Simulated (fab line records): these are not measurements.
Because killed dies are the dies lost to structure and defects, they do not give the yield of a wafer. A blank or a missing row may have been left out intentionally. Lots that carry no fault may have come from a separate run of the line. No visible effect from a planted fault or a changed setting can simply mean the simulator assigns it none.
Which tool is to blame? | flow gf180mcu | Sampling: 12 lots, 36 wafers, 3 of 602 route steps

## WHAT THE GAUGES SHOWED, per wafer
GF_TOP_METAL_CD_MEAS_14: target cd 440 nm. Usual: 440.6 nm for cd-nm, sd 2.2.
lot  | measured     | on        | cd-nm (nm)        | flag
L996 | day 27 16:56 | cd-sem-02 | 442.9 443.7 444.8 |
L997 | day 27 22:17 | cd-sem-01 | 438.9 439.4 438.7 |
L102 | day 29 18:41 | cd-sem-02 | 445.7 444.7 445.0 |
L103 | day 29 22:41 | cd-sem-01 | 440.8 442.7 441.0 |
L104 | day 30 13:31 | cd-sem-02 | 437.9 438.5 439.1 |
L105 | day 30 23:56 | cd-sem-02 | 440.7 440.0 441.0 |
L106 | day 31 04:54 | cd-sem-01 | 437.2 436.7 437.4 |
L107 | day 31 17:19 | cd-sem-02 | 440.9 440.8 441.8 |
L109 | day 32 06:59 | cd-sem-02 | 441.8 440.4 439.4 |
L111 | day 33 00:29 | cd-sem-01 | 441.4 438.9 440.3 |
L115 | day 33 15:44 | cd-sem-01 | 442.9 440.8 442.0 |
L116 | day 33 19:38 | cd-sem-02 | 439.4 438.6 439.4 |

## TOOL THAT RAN EACH LOT (tool first, then ch and the chambers of the sampled wafers, then the start)
lot  | GF_M2_STRIP_18                  | GF_TOP_METAL_SPUTTER_04
L996 | wet-bench-01 ch 3, day 18 18:50 | pvd-sputter-03, day 26 21:27
L997 | wet-bench-03 ch 1, day 19 00:02 | pvd-sputter-01, day 27 02:41
L102 | wet-bench-03 ch 3, day 21 06:21 | pvd-sputter-03, day 29 00:22
L103 | wet-bench-01 ch 3, day 21 12:18 | pvd-sputter-02, day 29 03:46
L104 | wet-bench-02 ch 0, day 22 06:14 | pvd-sputter-01, day 29 19:13
L105 | wet-bench-01 ch 2, day 22 21:05 | pvd-sputter-02, day 30 06:02
L106 | wet-bench-03 ch 0, day 23 01:42 | pvd-sputter-03, day 30 11:04
L107 | wet-bench-02 ch 2, day 23 20:28 | pvd-sputter-02, day 31 00:36
L109 | wet-bench-02 ch 0, day 24 11:59 | pvd-sputter-01, day 31 14:09
L111 | wet-bench-01 ch 0, day 25 10:30 | pvd-sputter-03, day 32 07:26
L115 | wet-bench-02 ch 2, day 26 07:17 | pvd-sputter-02, day 33 00:03
L116 | wet-bench-02 ch 3, day 26 12:47 | pvd-sputter-01, day 33 04:11
- GF_M2_STRIP_18: strips in post etch residue remover, time 1200 s.
- GF_TOP_METAL_SPUTTER_04: material TiN, target thk 25 nm, time 20.8 s.

## AS READ BY THE TOOLS THEMSELVES (means over the sampled wafers that have a number; for cases with no such wafer, the mark the record gives instead)
GF_M2_STRIP_18. Usual: 72.2 C for bath-guard-temp-C, sd 0.59.
lot  | tool         | bath-guard-temp-C (C) | flag
L996 | wet-bench-01 | 72.2                  |
L997 | wet-bench-03 | 71.4                  |
L102 | wet-bench-03 | 72.7                  |
L103 | wet-bench-01 | 71.8                  |
L104 | wet-bench-02 | 72.2                  |
L105 | wet-bench-01 | 72.8                  |
L106 | wet-bench-03 | 72.1                  |
L107 | wet-bench-02 | 71.7                  |
L109 | wet-bench-02 | 72.4                  |
L111 | wet-bench-01 | 72.9                  |
L115 | wet-bench-02 | 71.6                  |
L116 | wet-bench-02 | 72.8                  |

GF_TOP_METAL_SPUTTER_04. Usual: cathode-dc-power-W 6500.1 W, standard deviation 1.1; throttle-valve-pct 29.9 %, standard deviation 1.5.
lot  | tool           | cathode-dc-power-W (W) | throttle-valve-pct (%) | flag
L996 | pvd-sputter-03 | 6500.7                 | 29.4                   |
L997 | pvd-sputter-01 | 6499.4                 | 28.0                   |
L102 | pvd-sputter-03 | 6501.0                 | 28.8                   |
L103 | pvd-sputter-02 | 6499.6                 | 30.2                   |
L104 | pvd-sputter-01 | 6499.6                 | 29.4                   |
L105 | pvd-sputter-02 | 6499.9                 | 30.1                   |
L106 | pvd-sputter-03 | 6499.6                 | 29.4                   |
L107 | pvd-sputter-02 | 6500.4                 | 30.1                   |
L109 | pvd-sputter-01 | 6500.7                 | 31.3                   |
L111 | pvd-sputter-03 | 6500.7                 | 28.9                   |
L115 | pvd-sputter-02 | 6500.1                 | 30.0                   |
L116 | pvd-sputter-01 | 6500.7                 | 28.8                   |

## THE ANSWER, worked out from the rows above alone
Rule: a lot is off if the mean of its wafers that have a number lies more than 3 standard deviations from the usual mean. Also off: a lot with no number at a reading for which 4 or more lots have one. The other lots that the step has rows for count as sound. First the gauges in route order, then the tools' own readings, where a lot's mean is used as printed above. The first step at which some lot is off is used, and at that step the reading that is off furthest; a lot without a number counts as furthest.
Across all readings shown, no lot is off: no conclusion can be drawn from this.

## WHAT THE SIMULATOR PUT IN
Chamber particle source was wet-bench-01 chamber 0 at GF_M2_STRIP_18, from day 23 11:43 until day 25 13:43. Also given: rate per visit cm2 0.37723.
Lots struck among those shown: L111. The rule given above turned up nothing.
